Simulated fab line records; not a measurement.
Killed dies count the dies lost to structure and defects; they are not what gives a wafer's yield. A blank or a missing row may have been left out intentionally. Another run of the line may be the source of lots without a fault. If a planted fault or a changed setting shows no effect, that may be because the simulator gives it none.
Chamber matching ; flow gf180mcu ; GF_V1_CMP_04 on cmp-02: 4 sister chambers
The step polishes SiO2. 8 wafers are shown with their chamber, then 7 later ones without.

== EACH WAFER AND ITS CHAMBER ==
wafer;chamber;motorCurrentA (A);timeToEndpointS (s)
L809.5;0;10.4;73
L812.5;0;10.6;70
L811.1;1;13.6;74
L811.3;3;15.2;77
L822.2;1;14.0;72
L824.2;2;11.3;74
L826.3;3;14.9;66
L826.4;2;11.5;76

== WAFERS WITH NO CHAMBER GIVEN ==
wafer;motorCurrentA (A);timeToEndpointS (s)
L826.6;11.1;70
L827.1;10.4;70
L827.4;14.8;79
L827.6;11.6;73
L828.2;11.8;70
L828.3;10.2;72
L828.5;11.2;74

== WHICH CHAMBER EACH ONE RAN IN ==
wafer;from the rows above;in truth
L826.6;can't be placed: 2 or 0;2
L827.1;0;0
L827.4;3;3
L827.6;2;2
L828.2;2;2
L828.3;0;0
L828.5;2;2
Correctly placed: 6 of 7. Can't be placed from these rows: 1 (the true chamber is among the candidates in 1). 0 placed wrongly.
How it was worked out, from the rows above alone: a wafer's distance from a chamber is the root of the sum, over the readings, of the square of ((its reading less the chamber's mean) divided by the reading's scatter). The wafer belongs to the nearest chamber; if the next one is less than 2 further off, it can't be placed. The mean given for a chamber averages the wafers shown for that chamber. The scatter is the square root of a quotient: the sum, over the shown wafers, of each reading's squared deviation from its chamber's mean, divided by wafers minus chambers.
